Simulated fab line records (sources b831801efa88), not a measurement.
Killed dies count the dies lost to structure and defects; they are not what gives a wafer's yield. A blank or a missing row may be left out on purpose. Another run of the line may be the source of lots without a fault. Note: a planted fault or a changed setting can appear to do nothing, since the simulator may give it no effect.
Which tool was responsible? ; flow gf180mcu ; Sampling: 6 lots, 18 wafers, 4 of 602 route steps

## WHAT THE GAUGES SHOWED, per wafer
GF_HV_LDD_TW_MEAS_50.
lot;measured;on;HV_LDD_4_TW
L801;day 12 22:52;film-metro-02;568 570 571
L805;day 14 05:08;film-metro-02;568 567 567
L811;day 16 13:17;film-metro-04;573 576 570
L815;day 17 22:58;film-metro-01;568 567 569
L818;day 18 20:08;film-metro-04;572 571 573
L821;day 19 23:05;film-metro-01;566 569 568

## TOOL THAT RAN EACH LOT (tool first, then ch and the chambers of the sampled wafers, then the start)
lot;GF_POLY_GATE_ETCH_12;GF_HV_LDD_IMPLANT_33;GF_HV_LDD_STRIP_37
L801;rie-diel-02 ch 0,2,3, day 9 18:16;implanter-03 ch 0, day 12 02:37;plasma-asher-01 ch 0,1, day 12 03:13
L805;rie-diel-03 ch 0,2,3, day 10 18:46;implanter-01 ch 0, day 13 08:04;plasma-asher-03 ch 0,1, day 13 08:38
L811;rie-diel-04 ch 1,2, day 12 21:16;implanter-01 ch 0, day 15 14:28;plasma-asher-01 ch 0,1, day 15 15:02
L815;rie-diel-04 ch 1,2, day 13 23:07;implanter-03 ch 0, day 16 22:49;plasma-asher-03 ch 0,1, day 16 23:25
L818;rie-diel-03 ch 0,1,2, day 14 23:01;implanter-03 ch 0, day 17 20:17;plasma-asher-02 ch 0,1, day 17 20:52
L821;rie-diel-02 ch 0,1,3, day 15 21:46;implanter-02 ch 0, day 18 21:20;plasma-asher-01 ch 1, day 18 21:55
- GF_POLY_GATE_ETCH_12: etches BARC in N2/H2.
- GF_HV_LDD_IMPLANT_33
- GF_HV_LDD_STRIP_37: strips in O2/N2.

## THE ANSWER, worked out from the rows above alone
Rule: the lots themselves supply what counts as usual. Put in order of their means at a reading, lots are off if they are a third of the lots or fewer, leave a main group of 4 or more, and stand apart from it by a gap of 3 or more times the standard deviation of the main group's means; of several such gaps the widest counts. A main group whose means are all the same, to the digits that the tables above print for the reading, isn't used. A lot without any number at a reading at which 4 lots or more have one is off too. Any other lot the step has rows for is counted as sound.
No lot is off at any reading shown: from this, nothing can be told.

## WHAT THE SIMULATOR HAD INSERTED
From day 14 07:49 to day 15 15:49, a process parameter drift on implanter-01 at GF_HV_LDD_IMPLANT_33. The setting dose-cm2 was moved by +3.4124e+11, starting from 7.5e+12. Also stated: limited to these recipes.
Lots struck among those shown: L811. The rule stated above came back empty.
